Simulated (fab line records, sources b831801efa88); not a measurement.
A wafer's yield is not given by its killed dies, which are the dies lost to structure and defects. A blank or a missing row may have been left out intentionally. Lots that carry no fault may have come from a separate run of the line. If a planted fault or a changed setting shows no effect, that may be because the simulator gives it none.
A lot that was struck, set against a sound lot	flow gf180mcu	17 out of 602 route steps
Sound: wafers L137.2, L137.3, L137.4. Wafers L154.1, L154.5, L154.6 were the ones struck. The cause comes at the end.
For every step that has rows: the tool of each side, followed by ch and its chambers, followed by its first start. Under that, the readings that differ: sound wafers	struck wafers	difference of the means	sigmas: that difference in standard deviations of wafers without a fault.
alike: readings with means less than 2 such deviations apart, plus words and numbers identical on both sides. not compared: withheld readings, readings lacking a value on some wafer, bounds such as >300 that could conceal the same value, and numbers that have no deviation in the record and whose values overlap.
The two part at a step that has a row with sigmas, a row that says differs or no value, or rows on one side only. When numbers do not overlap yet have no deviation, they are printed without sigmas and do not part them. Lack of a reading on every wafer of one side parts them only where that side has two or more wafers.

first, 2 steps without rows for these wafers: GF_CONTACT_PEB_12 (peb time 90 s); GF_CONTACT_DEVELOP_13 (develop time 60 s).
GF_CONTACT_CD_MEAS_14: the cd target is 220 nm.
  struck on cd_sem-01, day 22 21:52; sound on cd_sem-01, day 16 23:29
reading	sound	struck	difference	sigmas
cd_nm (nm)	220.7 222.3 221.4	218.4 217.8 215.6	-4.2	-3
GF_CONTACT_OVL_MEAS_15:
  struck on overlay-02, day 22 21:59; sound on overlay-01, day 16 23:35
  alike: CONTACT_OVL
GF_CONTACT_ETCH_16: etches BARC in N2/H2.
  sound on rie_diel-02 ch 0,2,3, day 16 23:37; struck on rie_diel-01 ch 2,3, day 22 22:01
  alike: drypump_motor_current_A, oes_product_au, throttle_valve_pct
GF_CONTACT_ETCH_17: etches SiO2 in C4F8/O2/Ar, stops on CoSi2, target depth 860 nm.
  sound on rie_diel-02 ch 0,2,3; struck on rie_diel-01 ch 2,3
  alike: oes_product_au
then, 4 steps without rows for these wafers: GF_CONTACT_STRIP_18 (strips in O2/N2); GF_CONTACT_CLEAN_19 (cleans in SPM); GF_CONTACT_CLEAN_20 (cleans in DIW); GF_CONTACT_CLEAN_21 (cleans in dHF, time 20 s).
GF_CONTACT_SPUTTER_22: material Ti, target thk 15 nm, time 80.02 s.
  struck on pvd_sputter-03, day 22 22:29; sound on pvd_sputter-03, day 17 00:05
  alike: throttle_valve_pct
GF_CONTACT_SPUTTER_23: material TiN, target thk 10 nm, time 40 s.
  struck on pvd_sputter-03, day 22 22:33; sound on pvd_sputter-03, day 17 00:09
  alike: throttle_valve_pct
GF_CONTACT_CVD_24: deposits W, target thk 300 nm, time 90.339 s.
  sound on cvd_w-01 ch 0,1, day 17 00:11; struck on cvd_w-01 ch 0,1, day 22 22:35
reading	sound	struck	difference	sigmas
susceptor_temp_C (C)	399.69 400.05 400.18	391.67 391.74 391.85	-8.22	-39
model.W_of_CONTACT_CVD_24.thk_nm (nm)	307.7 310.4 297.5	270 264.1 256.4	-42	
  alike: heater_power_w
GF_CONTACT_RS_MEAS_25: measurement is done with a four-point probe.
  struck on film_metro-04, day 22 22:41; sound on film_metro-03, day 17 00:18
reading	sound	struck	difference	sigmas
CONTACT_W_RS (ohm/sq)	0.373 0.369 0.386	0.426 0.436 0.449	+0.061	+9
GF_CONTACT_THK_MEAS_26: measures by xrf.
  struck on film_metro-04, day 22 22:49; sound on film_metro-03, day 17 00:25
reading	sound	struck	difference	sigmas
CONTACT_W_THK (nm)	307 311 297	272 266 258	-40	-7
GF_CONTACT_CMP_27: polishes, stops on SiO2, t overpolish 15 s, target thk 0 nm.
  sound on cmp-02 ch 0,2,3, day 17 00:28; struck on cmp-02 ch 0,3, day 22 22:55
reading	sound	struck	difference	sigmas
time_to_endpoint_s (s)	80 81 70	66 67 62	-12	-3
  alike: motor_current_A, slurry_flow_ml_min
-- the record jumps here: 11 days lie between the struck wafers' starts before and after (it left off in module CONTACT and takes up again in module PASSIVATION, whose first step shown is number 602 of the route) --
GF_PASSIVATION_PROBE_99:
  only the struck wafers here have rows in the record (prober-02, day 34 02:26); the sound ones have none

WHERE THEY PART
Earliest at GF_CONTACT_CD_MEAS_14; latest, in this record, at GF_PASSIVATION_PROBE_99.

WHY: the cause the simulator had injected
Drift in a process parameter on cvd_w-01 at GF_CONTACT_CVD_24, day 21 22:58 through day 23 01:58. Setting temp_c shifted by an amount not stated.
